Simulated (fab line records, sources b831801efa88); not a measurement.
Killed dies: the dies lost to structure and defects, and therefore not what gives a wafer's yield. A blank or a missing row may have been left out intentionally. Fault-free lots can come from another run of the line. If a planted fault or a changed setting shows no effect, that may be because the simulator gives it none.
Which tool is to blame?	flow gf180mcu	Sampling: 13 lots, 39 wafers, 6 of 602 route steps

WHAT THE GAUGES READ, wafer by wafer
GF_V2_CD_MEAS_14: target cd 260 nm.
lot	measured	on	cd nm (nm)
L915	day 20 05:10	cd sem-02	259.8 260.1 260.7
L916	day 20 10:51	cd sem-01	259.4 258.6 259.4
L917	day 21 01:34	cd sem-01	259.4 259.8 259.5
L919	day 22 00:18	cd sem-02	259.5 259.3 258.9
L921	day 22 14:10	cd sem-01	260.9 260.3 261.2
L922	day 22 22:50	cd sem-01	257.0 257.6 257.4
L924	day 23 18:25	cd sem-01	261.6 260.9 260.4
L925	day 24 01:38	cd sem-01	259.9 260.9 260.1
L933	day 26 12:41	cd sem-01	261.3 261.7 261.1
L934	day 26 19:13	cd sem-02	259.0 260.2 257.5
L935	day 27 06:11	cd sem-02	259.1 258.1 257.1
L937	day 27 18:10	cd sem-02	261.6 260.1 260.4
L938	day 27 21:22	cd sem-01	259.2 259.7 260.0

GF_M4_RS_MEAS_05: measures by four-point-probe.
lot	measured	on	M4_ALCU_RS (ohm/sq)
L915	day 22 09:13	film metro-02	0.0687 0.0696 0.0682
L916	day 22 15:18	film metro-02	0.0686 0.0704 0.0688
L917	day 23 05:02	film metro-02	0.0680 0.0679 0.0679
L919	day 24 03:17	film metro-01	0.0681 0.0702 0.0705
L921	day 24 16:23	film metro-04	0.0704 0.0677 0.0700
L922	day 24 23:13	film metro-02	0.0718 0.0700 0.0704
L924	day 25 19:26	film metro-04	0.0436 0.0428 0.0691
L925	day 26 02:47	film metro-04	0.0694 0.0435 0.0428
L933	day 28 09:08	film metro-04	0.0693 0.0703 0.0692
L934	day 28 16:17	film metro-04	0.0689 0.0694 0.0691
L935	day 29 02:54	film metro-04	0.0693 0.0710 0.0705
L937	day 29 12:46	film metro-02	0.0697 0.0699 0.0711
L938	day 29 16:37	film metro-02	0.0707 0.0692 0.0709

GF_M4_THK_MEAS_06: measures by xrf.
lot	measured	on	M4_ALCU_THK (nm)
L915	day 22 09:19	film metro-02	445 441 452
L916	day 22 15:24	film metro-02	446 436 444
L917	day 23 05:10	film metro-02	452 456 453
L919	day 24 03:25	film metro-01	448 434 436
L921	day 24 16:29	film metro-04	433 449 437
L922	day 24 23:20	film metro-02	430 439 433
L924	day 25 19:33	film metro-04	692 709 440
L925	day 26 02:53	film metro-04	439 696 707
L933	day 28 09:14	film metro-04	436 431 438
L934	day 28 16:23	film metro-04	443 439 442
L935	day 29 03:01	film metro-04	440 429 434
L937	day 29 12:52	film metro-02	439 438 431
L938	day 29 16:43	film metro-02	435 443 436

GF_M4_CD_MEAS_14: target cd 280 nm.
lot	measured	on	cd nm (nm)
L915	day 23 07:23	cd sem-01	279.6 280.4 280.7
L916	day 23 14:15	cd sem-01	281.6 281.5 281.1
L917	day 24 03:40	cd sem-02	279.8 279.1 279.7
L919	day 25 01:21	cd sem-01	278.1 277.3 276.8
L921	day 25 13:04	cd sem-02	283.2 281.3 282.0
L922	day 25 20:44	cd sem-02	282.3 282.0 282.9
L924	day 26 16:25	cd sem-01	280.3 280.2 279.9
L925	day 26 23:21	cd sem-02	280.8 279.8 281.1
L933	day 29 04:29	cd sem-02	278.0 280.0 279.0
L934	day 29 10:53	cd sem-02	280.4 280.8 282.5
L935	day 29 21:32	cd sem-02	279.5 280.5 279.0
L937	day 30 07:25	cd sem-02	280.6 280.3 281.0
L938	day 30 10:38	cd sem-01	279.7 280.5 280.4

TOOL THAT RAN EACH LOT (tool first, then ch and the chambers of the sampled wafers, then the start)
lot	GF_V2_SPUTTER_21	GF_M4_SPUTTER_02
L915	pvd sputter-04, day 20 05:55	pvd sputter-01, day 22 09:04
L916	pvd sputter-02, day 20 11:38	pvd sputter-01, day 22 15:10
L917	pvd sputter-02, day 21 02:24	pvd sputter-01, day 23 04:57
L919	pvd sputter-02, day 22 01:07	pvd sputter-03, day 24 03:12
L921	pvd sputter-02, day 22 14:58	pvd sputter-03, day 24 16:16
L922	pvd sputter-03, day 22 23:38	pvd sputter-03, day 24 23:07
L924	pvd sputter-04, day 23 19:14	pvd sputter-03, day 25 19:20
L925	pvd sputter-04, day 24 02:25	pvd sputter-03, day 26 02:39
L933	pvd sputter-03, day 26 13:28	pvd sputter-02, day 28 09:00
L934	pvd sputter-02, day 26 20:03	pvd sputter-02, day 28 16:10
L935	pvd sputter-03, day 27 06:59	pvd sputter-01, day 29 02:47
L937	pvd sputter-04, day 27 18:56	pvd sputter-01, day 29 12:37
L938	pvd sputter-03, day 27 22:13	pvd sputter-03, day 29 16:30
- GF_V2_SPUTTER_21: material Ti, target thk 15 nm, time 80.02 s.
- GF_M4_SPUTTER_02: material AlCu, target thk 450 nm, time 23.9 s.

WHAT THE TOOLS THEMSELVES READ (means of the sampled wafers that have a number; where no wafer has one, the mark that the record gives instead)
GF_V2_SPUTTER_21.
lot	tool	throttle valve pct (%)
L915	pvd sputter-04	30.9
L916	pvd sputter-02	29.7
L917	pvd sputter-02	30.3
L919	pvd sputter-02	29.7
L921	pvd sputter-02	29.8
L922	pvd sputter-03	30.8
L924	pvd sputter-04	30.8
L925	pvd sputter-04	30.8
L933	pvd sputter-03	30.9
L934	pvd sputter-02	29.2
L935	pvd sputter-03	31.0
L937	pvd sputter-04	30.9
L938	pvd sputter-03	30.8

GF_M4_SPUTTER_02.
lot	tool	throttle valve pct (%)
L915	pvd sputter-01	28.3
L916	pvd sputter-01	28.7
L917	pvd sputter-01	28.1
L919	pvd sputter-03	31.0
L921	pvd sputter-03	31.1
L922	pvd sputter-03	31.1
L924	pvd sputter-03	30.5
L925	pvd sputter-03	30.9
L933	pvd sputter-02	30.5
L934	pvd sputter-02	29.5
L935	pvd sputter-01	29.3
L937	pvd sputter-01	29.4
L938	pvd sputter-03	31.2

THE ANSWER, worked out from the rows above alone
Rule: what is usual is taken from the lots themselves. Put in order of their means at a reading, lots are off if they are a third of the lots or fewer, leave a main group of 4 or more, and stand apart from it by a gap of 3 or more times the standard deviation of the main group's means; of several such gaps the widest counts. A main group is skipped when, at the precision printed for the reading in the tables above, its means are all equal. A lot without any number at a reading at which 4 lots or more have one is off too. All remaining lots with rows at the step are treated as sound. First the gauges in route order, then the tools' own readings, where a lot's mean is used as printed above. At the first step where some lot is off, the reading lying furthest off is the one used; lots without a number count as furthest.
Off: L924, L925, seen at GF_M4_RS_MEAS_05 (M4_ALCU_RS). The main group: mean 0.0696 ohm/sq, standard deviation 0.00076.
A tool fits if, at a process step before that reading, it ran every lot that is off, and no sound lot after the first of them. The gauges at GF_M4_RS_MEAS_05 are tried like those tools. Not one of the candidates tried fits.

WHAT THE SIMULATOR HAD PUT IN
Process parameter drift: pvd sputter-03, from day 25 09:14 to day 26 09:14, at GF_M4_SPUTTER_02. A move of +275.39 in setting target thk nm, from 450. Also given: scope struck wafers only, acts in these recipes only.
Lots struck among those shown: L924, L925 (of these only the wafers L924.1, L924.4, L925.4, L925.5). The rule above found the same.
